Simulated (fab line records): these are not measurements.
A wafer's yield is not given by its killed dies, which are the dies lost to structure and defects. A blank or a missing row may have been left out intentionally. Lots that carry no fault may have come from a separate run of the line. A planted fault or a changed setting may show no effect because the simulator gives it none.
Matching of chambers / flow gf180mcu / GF_V4_CVD_02 on pecvd-04 has 3 sister chambers
The step deposits SiO2 from TEOS, target thk 850 nm, time 94.851 s. 3 wafers are shown with their chamber, then 8 later ones without.

EACH WAFER AND ITS CHAMBER
wafer=L087.5; chamber=1; heater_power_w (W)=623
wafer=L087.6; chamber=2; heater_power_w (W)=629
wafer=L092.2; chamber=0; heater_power_w (W)=641

WAFERS WITHOUT THEIR CHAMBER
wafer=L092.3; heater_power_w (W)=743
wafer=L092.6; heater_power_w (W)=668
wafer=L096.2; heater_power_w (W)=596
wafer=L096.5; heater_power_w (W)=503
wafer=L096.6; heater_power_w (W)=634
wafer=L097.1; heater_power_w (W)=628
wafer=L097.2; heater_power_w (W)=642
wafer=L097.3; heater_power_w (W)=638

WHICH CHAMBER EACH ONE RAN IN
wafer=L092.3; from the rows above=can't be placed: 0 or 2 or 1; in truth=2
wafer=L092.6; from the rows above=can't be placed: 0 or 2 or 1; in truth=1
wafer=L096.2; from the rows above=can't be placed: 1 or 2 or 0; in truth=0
wafer=L096.5; from the rows above=can't be placed: 1 or 2 or 0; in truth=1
wafer=L096.6; from the rows above=can't be placed: 2 or 0 or 1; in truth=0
wafer=L097.1; from the rows above=can't be placed: 2 or 1 or 0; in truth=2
wafer=L097.2; from the rows above=can't be placed: 0 or 2 or 1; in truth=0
wafer=L097.3; from the rows above=can't be placed: 0 or 2 or 1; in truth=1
Correctly placed: 0 of 8. These rows do not allow placing 8 (true chamber among the candidates in 8). Number placed wrongly: 0.
How it was worked out, from the rows above alone: a wafer's distance from a chamber is the root of the sum, over the readings, of the square of ((its reading less the chamber's mean) divided by the reading's scatter). If the next closest chamber is less than 2 further off than the closest, the wafer can't be placed; otherwise it belongs to the closest. Each chamber's mean is taken over the wafers shown for it. The scatter: with one shown wafer a chamber, the root of the mean of the squares of how far each hidden wafer lies from its nearest shown one.
